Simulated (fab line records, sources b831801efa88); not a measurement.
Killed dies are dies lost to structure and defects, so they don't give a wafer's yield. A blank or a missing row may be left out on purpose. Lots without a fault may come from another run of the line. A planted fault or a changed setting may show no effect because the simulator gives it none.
fab line records | flow gf180mcu
record lots=24 wafers=72 last_day=34
route steps=602 shown HV_LDD@198 CONTACT@305 V1@349 V4@494
lots that met no fault: from a run of the same line without faults
start_h: hours from the record's first day to the start of the lot's first wafer shown | wait_h: hours since the lot's step before | " the same as in the row above | L1.1+2: a row that stands for several wafers | - no value, or no start given | * or withheld: withheld | < > ~ a bound
route shown NAME@n: a module of which the file shows steps, and the number in the route of the first | usual: mean/standard deviation of fault-free wafers | same: alike in all rows | chamber/n: place in a boat | sites: the reading at each site | _std_site: their standard deviation | _edge_site: outer sites' mean less inner sites' | radius_mm: how far each site lies from the wafer's centre | mask NAME#n: copy n | behind: the tool/chamber that last shaped the wafer | hold: why the lot was held/for how many hours/how that ended | device: the transistor (n, p or np) that didn't switch | end of line: the same wafers' tests at the end of the route | a step without rows: its recipe alone | killed: dies lost to structure and defects at the first sort, not the wafer's yield | map: a wafer's dies, x killed, . not, _ none there
set.NAME: the setting as run; set.NAME@STEP: as run at that earlier step | model.NAME: the simulator's own value behind a step, which no gauge read
steps of the route over a sample of lots; a table a step, a row a wafer
services: from which hour (start_h, from the record's first day; less than 0 if before it) a tool's chamber was out of use, for how many hours, and why
## steps
# step GF_HV_LDD_STRIP_22
# recipe chemistry=O2/N2 power_w=1400 pressure_mtorr=1500 platen_temp_c=250 o2_flow_sccm=3000 n2_flow_sccm=300 overash_fraction=0.5
# usual drypump_motor_current_A=5.6/0.3 heater_power_w=297/41 n2_flow_sccm=300.3/0.92 oes_product_au=0.716/0.0049 strip_time_to_endpoint_s=12.64/0.035
# columns lot.wafer tool chamber start_h wait_h drypump_motor_current_A heater_power_w n2_flow_sccm oes_product_au rf_hours_counter_h strip_time_to_endpoint_s
L074.1 plasma_asher-03 1 217.25 0.1 5.4 257 299.4 0.716 30 12.61
L074.2 " 0 " " 5.8 263 299.3 0.723 30 12.60
L074.3 " 1 " " 5.4 258 300.5 0.710 - 12.63
L075.1 plasma_asher-03 0 223.59 0.1 5.8 259 299.9 0.707 31 12.74
L075.2 " 1 " " 5.4 261 299.1 0.719 31 12.69
L075.3 " 0 " " 5.9 252 301.4 0.717 - 12.71
L076.2 plasma_asher-02 1 238.60 0.1 6.2 333 301.5 0.714 68 12.68
L076.4 " 1 " " 6.1 332 300.0 0.712 - 12.68
L076.5 " 1 " " 6.2 331 301.6 0.709 - 12.70
L077.2 plasma_asher-03 1 239.55 0.1 5.3 253 300.7 0.726 33 12.64
L077.5 " 0 " " 5.8 259 301.2 0.712 - 12.61
L077.6 " 1 " " 5.4 263 299.7 0.711 - 12.66
L078.2 plasma_asher-04 0 247.10 0.1 5.2 367 301.7 0.724 64 12.69
L078.3 " 0 " " 5.2 367 300.5 0.709 - 12.66
L078.6 " 0 " " 5.2 374 299.4 0.717 - 12.64
L079.2 plasma_asher-03 1 254.65 0.1 5.3 265 299.1 0.708 34 12.59
L079.5 " 0 " " 5.8 257 300.7 0.716 - 12.61
L079.6 " 1 " " 5.4 262 299.2 0.712 - 12.60
L080.2 plasma_asher-04 0 309.31 0.1 5.2 372 300.8 0.712 71 12.56
L080.3 " 1 " " 5.6 305 301.4 0.713 - 12.58
L080.5 " 1 " " 5.7 300 300.7 0.715 - 12.56
L081.1 plasma_asher-03 0 312.29 0.1 5.9 258 301.1 0.726 40 12.62
L081.3 " 1 " " 5.4 264 301.0 0.718 - 12.64
L081.5 " 0 " " 5.8 261 300.7 0.718 - 12.63
L082.3 plasma_asher-04 1 315.52 0.1 5.7 305 300.0 0.718 - 12.68
L082.4 " 0 " " 5.2 370 300.7 0.716 - 12.64
L082.5 " 1 " " 5.7 307 300.2 0.704 - 12.61
L084.2 plasma_asher-03 0 316.26 0.1 5.8 257 302.2 0.720 41 12.63
L084.3 " 0 " " 5.8 262 301.3 0.719 - 12.60
L084.4 " 1 " " 5.4 258 300.7 0.717 - 12.60
L083.1 plasma_asher-02 0 318.31 0.1 5.8 304 300.5 0.717 76 12.62
L083.2 " 1 " " 6.1 336 300.8 0.721 76 12.60
L083.5 " 1 " " 6.2 335 299.4 0.705 - 12.65
L085.1 plasma_asher-04 1 320.09 0.1 5.6 309 298.4 0.718 72 12.67
L085.2 " 0 " " 5.2 379 300.2 0.716 72 12.60
L085.6 " 1 " " 5.7 300 299.9 0.710 - 12.65
L086.2 plasma_asher-03 0 320.39 0.1 5.8 252 299.3 0.700 41 12.63
L086.4 " 0 " " 5.8 249 301.8 0.711 - 12.67
L086.6 " 0 " " 5.8 256 301.3 0.716 - 12.62
L087.1 plasma_asher-04 1 332.74 0.1 5.7 303 300.8 0.722 73 12.66
L087.2 " 0 " " 5.2 364 300.6 0.719 73 12.68
L087.5 " 0 " " 5.2 365 299.9 0.714 - 12.64
L088.1 plasma_asher-04 1 353.01 0.1 5.6 307 299.9 0.710 75 12.66
L088.4 " 1 " " 5.6 307 299.9 0.712 - 12.66
L088.6 " 0 " " 5.2 382 299.2 0.714 - 12.71
L089.2 plasma_asher-02 1 353.31 0.1 6.1 320 301.4 0.709 80 12.60
L089.3 " 1 " " 6.1 328 301.3 0.716 - 12.61
L089.4 " 0 " " 5.9 311 299.9 0.719 - 12.62
L090.1 plasma_asher-02 1 361.36 0.1 6.1 320 300.4 0.720 80 12.63
L090.3 " 1 " " 6.1 341 301.0 0.706 - 12.66
L090.4 " 0 " " 5.8 308 299.4 0.722 - 12.63
L091.2 plasma_asher-03 0 372.64 0.1 5.8 258 300.9 0.713 47 12.64
L091.5 " 1 " " 5.3 266 301.3 0.722 - 12.62
L091.6 " 0 " " 5.8 256 300.4 0.728 - 12.63
L092.1 plasma_asher-03 1 382.34 0.1 5.3 261 300.1 0.712 48 12.69
L092.2 " 0 " " 5.8 259 299.3 0.714 48 12.66
L092.5 " 0 " " 5.8 259 298.3 0.713 - 12.70
L094.1 plasma_asher-02 1 399.41 0.1 6.1 326 302.2 0.718 85 12.63
L094.3 " 1 " " 6.1 334 301.4 0.720 - 12.64
L094.5 " 0 " " 5.9 306 300.0 0.717 - 12.63
L093.2 plasma_asher-03 0 400.19 0.1 5.8 251 299.5 0.711 50 12.62
L093.5 " 0 " " 5.8 260 301.5 0.724 - 12.60
L093.6 " 1 " " 5.4 265 300.1 0.721 - 12.63
L095.2 plasma_asher-04 0 408.24 0.1 5.2 374 303.1 0.713 80 12.65
L095.3 " 1 " " 5.7 307 301.2 0.715 - 12.65
L095.4 " 0 " " 5.2 375 302.8 0.712 - 12.69
L097.2 plasma_asher-03 0 421.54 0.1 5.8 260 301.1 0.709 53 12.68
L097.4 " 1 " " 5.4 261 299.3 0.708 - 12.62
L097.6 " 1 " " 5.4 257 299.1 0.709 - 12.65
L096.2 plasma_asher-02 1 422.34 0.1 6.1 333 300.8 0.717 87 12.60
L096.5 " 1 " " 6.1 336 300.6 0.715 - 12.64
L096.6 " 0 " " 5.9 304 299.0 0.714 - 12.64
# step GF_CONTACT_STRIP_18
# recipe chemistry=O2/N2 power_w=1400 pressure_mtorr=1500 platen_temp_c=250 o2_flow_sccm=3000 n2_flow_sccm=300 overash_fraction=0.5
# usual drypump_motor_current_A=5.8/0.3 heater_power_w=302/35 n2_flow_sccm=300.0/0.93 oes_product_au=0.580/0.0049
# columns lot.wafer tool chamber start_h wait_h drypump_motor_current_A heater_power_w n2_flow_sccm oes_product_au rf_hours_counter_h
L074.1 plasma_asher-02 0 343.01 - 5.9 309 300.1 0.588 78
L074.2 " 1 " " 6.1 335 300.4 0.578 78
L074.3 " 0 " " 5.8 302 298.9 0.582 -
L075.1 plasma_asher-02 0 348.67 - 5.9 306 301.7 0.574 79
L075.2 " 1 " " 6.1 336 299.9 0.581 79
L075.3 " 0 " " 5.9 305 301.0 0.582 -
L076.2 plasma_asher-02 1 366.80 - 6.2 331 299.8 0.577 81
L076.4 " 1 " " 6.2 328 300.2 0.587 -
L076.5 " 1 " " 6.2 337 301.0 0.587 -
L077.2 plasma_asher-02 0 368.75 - 5.9 304 298.8 0.571 81
L077.5 " 1 " " 6.1 336 300.2 0.584 -
L077.6 " 0 " " 5.9 315 299.7 0.583 -
L078.2 plasma_asher-02 0 375.06 - 5.8 308 299.4 0.586 82
L078.3 " 1 " " 6.1 325 299.3 0.580 -
L078.6 " 0 " " 5.9 314 298.9 0.580 -
L079.2 plasma_asher-03 0 383.87 - 5.8 259 300.1 0.584 48
L079.5 " 0 " " 5.8 257 299.9 0.580 -
L079.6 " 1 " " 5.4 263 299.5 0.582 -
L080.2 plasma_asher-04 1 451.25 - 5.7 302 300.9 0.584 2
L080.3 " 0 " " 5.2 371 299.9 0.579 -
L080.5 " 0 " " 5.2 364 298.2 0.582 -
L081.1 plasma_asher-02 1 454.85 - 6.2 335 300.1 0.577 91
L081.3 " 0 " " 5.9 307 299.9 0.580 -
L081.5 " 1 " " 6.1 326 298.6 0.578 -
L082.3 plasma_asher-02 1 457.86 - 6.1 334 301.5 0.586 -
L082.4 " 0 " " 5.9 311 299.8 0.564 -
L082.5 " 0 " " 5.9 307 300.1 0.587 -
L084.2 plasma_asher-03 1 458.65 - 5.4 271 300.2 0.579 57
L084.3 " 1 " " 5.4 252 299.2 0.573 -
L084.4 " 0 " " 5.8 259 299.5 0.577 -
L083.1 plasma_asher-03 1 462.02 - 5.4 260 300.4 0.582 57
L083.2 " 0 " " 5.8 255 300.9 0.575 57
L083.5 " 1 " " 5.3 257 299.4 0.573 -
L085.1 plasma_asher-04 0 464.15 - 5.2 361 300.7 0.574 3
L085.2 " 1 " " 5.7 301 300.7 0.577 3
L085.6 " 0 " " 5.2 362 299.1 0.585 -
L086.2 plasma_asher-03 1 465.60 - 5.4 265 299.6 0.581 57
L086.4 " 1 " " 5.4 263 299.4 0.579 -
L086.6 " 1 " " 5.4 253 301.2 0.582 -
L087.1 plasma_asher-03 0 479.42 - 5.8 255 301.3 0.576 58
L087.2 " 1 " " 5.3 259 300.1 0.584 58
L087.5 " 0 " " 5.8 256 301.3 0.582 -
L088.1 plasma_asher-04 0 501.40 - 5.2 373 299.7 0.584 7
L088.4 " 1 " " 5.7 305 300.7 0.573 -
L088.6 " 1 " " 5.7 300 301.0 0.585 -
L089.2 plasma_asher-02 1 503.35 - 6.1 322 299.9 0.576 96
L089.3 " 1 " " 6.1 333 300.6 0.577 -
L089.4 " 0 " " 5.9 306 299.6 0.586 -
L090.1 plasma_asher-02 0 509.90 - 5.9 306 300.6 0.574 97
L090.3 " 1 " " 6.1 332 300.5 0.581 -
L090.4 " 0 " " 5.9 309 300.4 0.581 -
L091.2 plasma_asher-03 1 521.90 - 5.4 259 299.3 0.579 63
L091.5 " 0 " " 5.8 255 299.9 0.578 -
L091.6 " 1 " " 5.4 256 300.2 0.578 -
L092.1 plasma_asher-03 1 532.87 - 5.3 260 300.2 0.577 64
L092.2 " 0 " " 5.8 256 298.7 0.579 64
L092.5 " 0 " " 5.8 259 300.7 0.577 -
L094.1 plasma_asher-02 1 548.70 - 6.1 333 299.4 0.583 101
L094.3 " 0 " " 5.8 309 299.7 0.586 -
L094.5 " 0 " " 5.9 306 300.2 0.580 -
L093.2 plasma_asher-02 0 549.82 - 5.9 313 299.7 0.580 101
L093.5 " 0 " " 5.9 311 298.7 0.570 -
L093.6 " 1 " " 6.1 332 300.3 0.576 -
L095.2 plasma_asher-03 1 557.80 - 5.4 260 298.7 0.583 67
L095.3 " 1 " " 5.4 259 299.4 0.574 -
L095.4 " 0 " " 5.8 259 300.1 0.588 -
L097.2 plasma_asher-02 1 569.82 - 6.2 338 298.2 0.575 103
L097.4 " 0 " " 5.9 304 299.8 0.581 -
L097.6 " 1 " " 6.2 315 299.3 0.575 -
L096.2 plasma_asher-04 0 570.70 - 5.2 367 301.8 0.576 14
L096.5 " 0 " " 5.2 361 302.1 0.580 -
L096.6 " 1 " " 5.6 304 299.1 0.581 -
# step GF_CONTACT_RS_MEAS_25
# recipe thk_meas_gauge=four-point-probe reads=W_of_CONTACT_CVD_24+TiN_of_CONTACT_SPUTTER_23+Ti_of_CONTACT_SPUTTER_22
# usual CONTACT_W_RS=0.382/0.0072
# columns lot.wafer tool chamber start_h wait_h CONTACT_W_RS[ohm/sq]
L074.1 film_metro-03 - 343.52 0.1 0.380
L074.2 " - " " 0.387
L074.3 " - " " 0.388
L075.1 film_metro-02 - 349.18 0.1 0.382
L075.2 " - " " 0.390
L075.3 " - " " 0.377
L076.2 film_metro-04 - 367.32 0.1 0.383
L076.4 " - " " 0.381
L076.5 " - " " 0.382
L077.2 film_metro-03 - 369.29 0.1 0.387
L077.5 " - " " 0.390
L077.6 " - " " 0.393
L078.2 film_metro-03 - 375.58 0.1 0.383
L078.3 " - " " 0.385
L078.6 " - " " 0.388
L079.2 film_metro-03 - 384.39 0.1 0.388
L079.5 " - " " 0.386
L079.6 " - " " 0.375
L080.2 film_metro-04 - 451.79 0.1 0.390
L080.3 " - " " 0.394
L080.5 " - " " 0.389
L081.1 film_metro-04 - 455.35 0.1 0.389
L081.3 " - " " 0.392
L081.5 " - " " 0.391
L082.3 film_metro-04 - 458.36 0.1 0.368
L082.4 " - " " 0.372
L082.5 " - " " 0.368
L084.2 film_metro-03 - 459.27 0.2 0.391
L084.3 " - " " 0.390
L084.4 " - " " 0.388
L083.1 film_metro-02 - 462.62 0.2 0.382
L083.2 " - " " 0.380
L083.5 " - " " 0.387
L085.1 film_metro-02 - 464.65 0.1 0.376
L085.2 " - " " 0.378
L085.6 " - " " 0.376
L086.2 film_metro-02 - 466.12 0.1 0.375
L086.4 " - " " 0.374
L086.6 " - " " 0.376
L087.1 film_metro-02 - 479.92 0.1 0.374
L087.2 " - " " 0.382
L087.5 " - " " 0.373
L088.1 film_metro-03 - 501.91 0.1 0.371
L088.4 " - " " 0.375
L088.6 " - " " 0.382
L089.2 film_metro-02 - 503.87 0.1 0.377
L089.3 " - " " 0.375
L089.4 " - " " 0.376
L090.1 film_metro-04 - 510.40 0.1 0.391
L090.3 " - " " 0.393
L090.4 " - " " 0.389
L091.2 film_metro-03 - 522.51 0.1 0.380
L091.5 " - " " 0.383
L091.6 " - " " 0.381
L092.1 film_metro-02 - 533.48 0.1 0.388
L092.2 " - " " 0.385
L092.5 " - " " 0.383
L094.1 film_metro-03 - 549.21 0.1 0.374
L094.3 " - " " 0.372
L094.5 " - " " 0.373
L093.2 film_metro-02 - 550.33 0.1 0.394
L093.5 " - " " 0.384
L093.6 " - " " 0.391
L095.2 film_metro-04 - 558.33 0.1 0.382
L095.3 " - " " 0.386
L095.4 " - " " 0.389
L097.2 film_metro-03 - 570.33 0.1 0.380
L097.4 " - " " 0.384
L097.6 " - " " 0.384
L096.2 film_metro-04 - 571.22 0.1 0.379
L096.5 " - " " 0.381
L096.6 " - " " 0.368
# step GF_V1_CD_MEAS_14
# recipe target_cd_nm=260
# usual cd_nm=260.0/1.1
# columns lot.wafer tool chamber start_h wait_h cd_nm
L074.1 cd_sem-01 - 389.79 0.1 259.5
L074.2 " - " " 259.0
L074.3 " - " " 260.9
L075.1 cd_sem-01 - 395.04 0.1 258.4
L075.2 " - " " 259.7
L075.3 " - " " 258.4
L076.2 cd_sem-01 - 416.65 0.1 259.9
L076.4 " - " " 259.3
L076.5 " - " " 260.4
L077.2 cd_sem-02 - 418.34 0.1 259.6
L077.5 " - " " 259.6
L077.6 " - " " 259.5
L078.2 cd_sem-02 - 424.56 0.1 259.2
L078.3 " - " " 259.6
L078.6 " - " " 259.6
L079.2 cd_sem-02 - 435.15 0.1 260.6
L079.5 " - " " 259.6
L079.6 " - " " 260.4
L080.2 cd_sem-02 - 502.40 0.1 259.4
L080.3 " - " " 259.7
L080.5 " - " " 261.8
L081.1 cd_sem-01 - 506.32 0.1 257.8
L081.3 " - " " 258.0
L081.5 " - " " 258.3
L082.3 cd_sem-01 - 508.76 0.1 262.0
L082.4 " - " " 260.9
L082.5 " - " " 261.9
L084.2 cd_sem-02 - 509.74 0.1 260.5
L084.3 " - " " 261.2
L084.4 " - " " 261.5
L083.1 cd_sem-01 - 512.43 0.1 261.3
L083.2 " - " " 259.3
L083.5 " - " " 259.1
L085.1 cd_sem-02 - 514.68 0.1 261.0
L085.2 " - " " 260.7
L085.6 " - " " 259.5
L086.2 cd_sem-01 - 516.09 0.1 260.9
L086.4 " - " " 261.0
L086.6 " - " " 261.0
L087.1 cd_sem-02 - 529.08 0.1 259.4
L087.2 " - " " 258.2
L087.5 " - " " 258.4
L088.1 cd_sem-01 - 549.28 0.1 260.0
L088.4 " - " " 259.3
L088.6 " - " " 260.9
L089.2 cd_sem-01 - 552.10 0.1 261.5
L089.3 " - " " 260.2
L089.4 " - " " 261.0
L090.1 cd_sem-01 - 557.33 0.1 259.7
L090.3 " - " " 260.9
L090.4 " - " " 259.4
L091.2 cd_sem-02 - 568.89 0.1 260.6
L091.5 " - " " 259.1
L091.6 " - " " 258.4
L092.1 cd_sem-02 - 578.82 0.1 260.2
L092.2 " - " " 258.8
L092.5 " - " " 259.7
L094.1 cd_sem-01 - 593.58 0.1 259.5
L094.3 " - " " 260.5
L094.5 " - " " 258.5
L093.2 cd_sem-01 - 595.29 0.1 259.5
L093.5 " - " " 260.3
L093.6 " - " " 258.4
L095.2 cd_sem-02 - 602.74 0.1 260.3
L095.3 " - " " 259.8
L095.4 " - " " 260.5
L097.2 cd_sem-02 - 613.14 0.1 260.5
L097.4 " - " " 261.1
L097.6 " - " " 261.4
L096.2 cd_sem-01 - 614.25 0.1 262.0
L096.5 " - " " 262.2
L096.6 " - " " 261.7
# step GF_V1_ETCH_16
# recipe chemistry=N2/H2 target_depth_a=withheld overetch_a=withheld time_s=withheld target=BARC ion_energy_ev=200 source_w=500 bias_w=100 pressure_mtorr=30 n2_flow_sccm=100 h2_flow_sccm=200
# usual drypump_motor_current_A=5.7/0.42 n2_flow_sccm=99.98/0.29 oes_product_au=0.855/0.0047 throttle_valve_pct=13.225/0.0087
# columns lot.wafer tool chamber start_h wait_h drypump_motor_current_A n2_flow_sccm oes_product_au throttle_valve_pct
L074.1 rie_diel-02 1 389.94 0.0 5.8 100.14 0.856 13.217
L074.2 " 0 " " 5.8 99.66 0.860 13.227
L074.3 " 3 " " 5.5 99.95 0.854 13.227
L075.1 rie_diel-04 0 395.19 0.0 5.9 99.73 0.862 13.216
L075.2 " 1 " " 5.6 99.65 0.850 13.215
L075.3 " 3 " " 6.1 99.44 0.840 13.213
L076.2 rie_diel-04 3 416.79 0.0 6.1 99.96 0.857 13.216
L076.4 " 1 " " 5.6 99.94 0.844 13.223
L076.5 " 1 " " 5.6 99.97 0.851 13.233
L077.2 rie_diel-02 0 418.48 0.0 5.8 99.99 0.851 13.223
L077.5 " 3 " " 5.5 100.22 0.863 13.229
L077.6 " 0 " " 5.8 99.96 0.853 13.223
L078.2 rie_diel-01 2 424.69 0.0 5.8 99.53 0.850 13.236
L078.3 " 3 " " 5.6 100.36 0.852 13.229
L078.6 " 0 " " 6.3 99.82 0.858 13.213
L079.2 rie_diel-04 1 435.29 0.0 5.6 99.98 0.867 13.219
L079.5 " 0 " " 5.9 99.86 0.852 13.225
L079.6 " 1 " " 5.6 100.36 0.855 13.236
L080.2 rie_diel-02 0 502.54 0.0 5.8 99.71 0.857 13.224
L080.3 " 2 " " 6.2 99.45 0.863 13.224
L080.5 " 0 " " 5.8 99.95 0.860 13.229
L081.1 rie_diel-01 3 506.48 0.0 5.6 100.08 0.847 13.211
L081.3 " 1 " " 4.7 99.56 0.851 13.228
L081.5 " 1 " " 4.7 99.83 0.859 13.213
L082.3 rie_diel-02 3 508.88 0.0 5.5 100.05 0.859 13.222
L082.4 " 2 " " 6.2 100.02 0.856 13.233
L082.5 " 2 " " 6.2 99.46 0.855 13.219
L084.2 rie_diel-01 1 509.88 0.0 4.7 99.96 0.852 13.225
L084.3 " 2 " " 5.7 100.42 0.853 13.220
L084.4 " 0 " " 6.3 100.33 0.857 13.224
L083.1 rie_diel-01 2 512.59 0.0 5.7 99.87 0.855 13.231
L083.2 " 0 " " 6.3 100.25 0.852 13.219
L083.5 " 3 " " 5.7 100.09 0.856 13.217
L085.1 rie_diel-04 3 514.84 0.0 6.0 100.29 0.854 13.209
L085.2 " 1 " " 5.6 100.16 0.863 13.229
L085.6 " 2 " " 5.4 100.04 0.860 13.237
L086.2 rie_diel-02 3 516.23 0.0 5.5 99.81 0.852 13.219
L086.4 " 0 " " 5.9 100.50 0.863 13.212
L086.6 " 3 " " 5.5 99.79 0.852 13.217
L087.1 rie_diel-04 1 529.24 0.0 5.6 100.16 0.854 13.235
L087.2 " 3 " " 6.1 100.15 0.859 13.232
L087.5 " 0 " " 5.9 100.06 0.854 13.225
L088.1 rie_diel-02 3 549.44 0.0 5.5 99.91 0.857 13.218
L088.4 " 0 " " 5.8 99.57 0.848 13.229
L088.6 " 1 " " 5.9 100.55 0.847 13.240
L089.2 rie_diel-01 1 552.24 0.0 4.7 100.27 0.853 13.227
L089.3 " 3 " " 5.7 100.41 0.854 13.238
L089.4 " 0 " " 6.3 100.00 0.850 13.237
L090.1 rie_diel-01 0 557.49 0.0 6.3 99.95 0.850 13.229
L090.3 " 3 " " 5.7 99.92 0.846 13.200
L090.4 " 2 " " 5.8 100.21 0.859 13.213
L091.2 rie_diel-04 1 569.02 0.0 5.6 100.00 0.859 13.227
L091.5 " 3 " " 6.0 100.39 0.863 13.230
L091.6 " 2 " " 5.5 99.65 0.851 13.222
L092.1 rie_diel-02 0 578.97 0.0 5.8 100.21 0.852 13.207
L092.2 " 1 " " 5.8 99.96 0.858 13.215
L092.5 " 0 " " 5.8 100.48 0.852 13.227
L094.1 rie_diel-01 3 593.74 0.0 5.7 100.01 0.863 13.221
L094.3 " 1 " " 4.7 100.15 0.854 13.232
L094.5 " 2 " " 5.8 100.07 0.860 13.221
L093.2 rie_diel-02 2 595.42 0.0 6.2 100.05 0.851 13.215
L093.5 " 3 " " 5.5 100.03 0.849 13.218
L093.6 " 2 " " 6.2 99.92 0.862 13.221
L095.2 rie_diel-04 2 602.87 0.0 5.5 99.47 0.858 13.232
L095.3 " 3 " " 6.1 99.07 0.861 13.201
L095.4 " 2 " " 5.5 99.46 0.853 13.225
L097.2 rie_diel-01 0 613.27 0.0 6.3 100.13 0.850 13.234
L097.4 " 3 " " 5.7 100.15 0.858 13.228
L097.6 " 0 " " 6.3 100.41 0.850 13.231
L096.2 rie_diel-02 0 614.39 0.0 5.8 100.32 0.863 13.216
L096.5 " 3 " " 5.5 99.74 0.851 13.235
L096.6 " 2 " " 6.2 99.60 0.857 13.224
# step GF_V4_STRIP_18
# recipe chemistry=O2/N2 power_w=1400 pressure_mtorr=1500 platen_temp_c=250 o2_flow_sccm=3000 n2_flow_sccm=300 overash_fraction=0.5
# usual drypump_motor_current_A=5.7/0.32 heater_power_w=309/36 n2_flow_sccm=300.1/0.93 oes_product_au=0.591/0.0047
# columns lot.wafer tool chamber start_h wait_h drypump_motor_current_A heater_power_w n2_flow_sccm oes_product_au rf_hours_counter_h
L074.1 plasma_asher-04 0 544.07 - 5.2 363 299.8 0.589 12
L074.2 " 1 " " 5.7 307 299.2 0.584 12
L074.3 " 0 " " 5.2 355 300.0 0.592 -
L075.1 plasma_asher-04 1 548.27 - 5.7 308 300.2 0.592 12
L075.2 " 0 " " 5.2 374 300.2 0.580 12
L075.3 " 0 " " 5.2 364 300.7 0.600 -
L076.2 plasma_asher-02 1 568.17 - 6.1 329 300.5 0.588 103
L076.4 " 1 " " 6.2 326 301.7 0.592 -
L076.5 " 0 " " 5.9 299 301.9 0.599 -
L077.2 plasma_asher-04 0 569.02 - 5.2 360 301.2 0.593 14
L077.5 " 0 " " 5.2 362 299.5 0.593 -
L077.6 " 1 " " 5.7 311 300.8 0.594 -
L078.2 plasma_asher-02 1 574.68 - 6.1 317 299.1 0.592 104
L078.3 " 0 " " 5.9 306 299.8 0.591 -
L078.6 " 1 " " 6.1 333 300.0 0.587 -
L079.2 plasma_asher-03 1 584.67 - 5.4 260 300.9 0.602 71
L079.5 " 1 " " 5.4 262 300.2 0.592 -
L079.6 " 0 " " 5.8 260 300.6 0.589 -
L080.2 plasma_asher-04 0 640.63 - 5.2 366 301.7 0.583 22
L080.3 " 1 " " 5.7 290 300.0 0.588 -
L080.5 " 1 " " 5.7 300 299.7 0.589 -
L081.1 plasma_asher-03 0 643.17 - 5.8 263 298.9 0.594 76
L081.3 " 1 " " 5.4 263 299.6 0.593 -
L081.5 " 0 " " 5.9 255 299.7 0.589 -
L082.3 plasma_asher-04 0 643.55 - 5.2 353 298.3 0.591 -
L082.4 " 1 " " 5.7 304 299.8 0.585 -
L082.5 " 1 " " 5.6 299 300.2 0.589 -
L084.2 plasma_asher-02 0 646.38 - 5.9 310 300.8 0.583 113
L084.3 " 0 " " 5.9 309 299.6 0.593 -
L084.4 " 1 " " 6.1 332 300.3 0.596 -
L083.1 plasma_asher-03 1 647.92 - 5.4 258 300.7 0.593 76
L083.2 " 0 " " 5.8 259 300.5 0.586 76
L083.5 " 1 " " 5.4 261 299.9 0.591 -
L085.1 plasma_asher-02 0 650.37 - 5.9 309 300.0 0.595 113
L085.2 " 1 " " 6.1 330 299.7 0.593 113
L085.6 " 1 " " 6.1 323 301.9 0.592 -
L086.2 plasma_asher-02 1 651.43 - 6.1 328 299.9 0.597 113
L086.4 " 0 " " 5.9 308 299.9 0.600 -
L086.6 " 0 " " 5.9 310 301.5 0.592 -
L087.1 plasma_asher-02 1 662.93 - 6.1 333 300.9 0.593 115
L087.2 " 0 " " 5.9 312 301.8 0.589 115
L087.5 " 1 " " 6.1 329 300.0 0.584 -
L088.1 plasma_asher-02 1 679.78 - 6.1 336 299.8 0.589 117
L088.4 " 0 " " 5.9 312 300.8 0.591 -
L088.6 " 0 " " 5.9 309 300.8 0.588 -
L089.2 plasma_asher-03 0 682.57 - 5.8 257 299.0 0.591 80
L089.3 " 1 " " 5.3 258 299.8 0.595 -
L089.4 " 0 " " 5.8 253 299.0 0.587 -
L090.1 plasma_asher-04 1 685.93 - 5.7 303 299.8 0.580 26
L090.3 " 1 " " 5.7 304 300.8 0.581 -
L090.4 " 0 " " 5.2 364 299.8 0.588 -
L091.2 plasma_asher-04 1 695.92 - 5.6 301 302.1 0.604 27
L091.5 " 1 " " 5.7 298 300.3 0.601 -
L091.6 " 0 " " 5.2 363 298.8 0.591 -
L092.1 plasma_asher-03 1 705.47 - 5.4 262 298.9 0.593 82
L092.2 " 0 " " 5.8 259 298.5 0.590 82
L092.5 " 1 " " 5.4 264 299.0 0.594 -
L094.1 plasma_asher-03 0 716.89 - 5.8 256 300.7 0.585 84
L094.3 " 0 " " 5.8 247 299.7 0.594 -
L094.5 " 0 " " 5.8 261 299.6 0.584 -
L093.2 plasma_asher-02 0 717.28 - 5.9 311 300.4 0.596 121
L093.5 " 0 " " 5.9 306 300.1 0.598 -
L093.6 " 1 " " 6.1 331 299.9 0.589 -
L095.2 plasma_asher-02 0 724.73 - 5.9 303 300.5 0.594 121
L095.3 " 0 " " 5.9 312 299.8 0.595 -
L095.4 " 1 " " 6.1 333 300.4 0.598 -
L097.2 plasma_asher-04 1 734.92 - 5.7 306 299.6 0.594 32
L097.4 " 1 " " 5.6 300 299.6 0.588 -
L097.6 " 1 " " 5.6 300 300.4 0.592 -
L096.2 plasma_asher-04 1 735.03 - 5.7 289 300.4 0.596 32
L096.5 " 1 " " 5.6 302 298.6 0.590 -
L096.6 " 0 " " 5.2 374 300.4 0.586 -
## services
# columns tool chamber start_h hours kind
rie_diel-02 3 203.68 8.7 repair
plasma_asher-03 - 206.08 2.8 pm
rie_diel-01 0 234.82 19.8 repair
plasma_asher-02 - 260.49 0.5 repair
rie_diel-02 2 277.04 6.1 repair
plasma_asher-02 - 289.53 2.8 pm
rie_diel-02 - 329.67 2.8 pm
plasma_asher-04 - 329.97 1.1 repair
plasma_asher-02 - 334.81 1.4 repair
rie_diel-02 2 363.58 2.1 repair
rie_diel-02 1 400.36 3.3 repair
plasma_asher-04 - 421.25 9.0 pm
plasma_asher-03 - 460.81 1.1 repair
plasma_asher-03 - 474.72 4.0 repair
plasma_asher-04 - 541.27 2.8 pm
rie_diel-02 2 558.58 2.8 repair
rie_diel-02 3 573.37 9.8 repair
plasma_asher-04 - 595.30 1.4 repair
plasma_asher-03 - 600.40 13.9 repair
rie_diel-02 - 651.76 0.3 repair
plasma_asher-04 - 663.78 3.0 repair
rie_diel-02 1 713.22 22.2 repair
plasma_asher-03 - 728.82 14.6 pm
plasma_asher-02 - 733.75 9.0 pm
## key
fault none
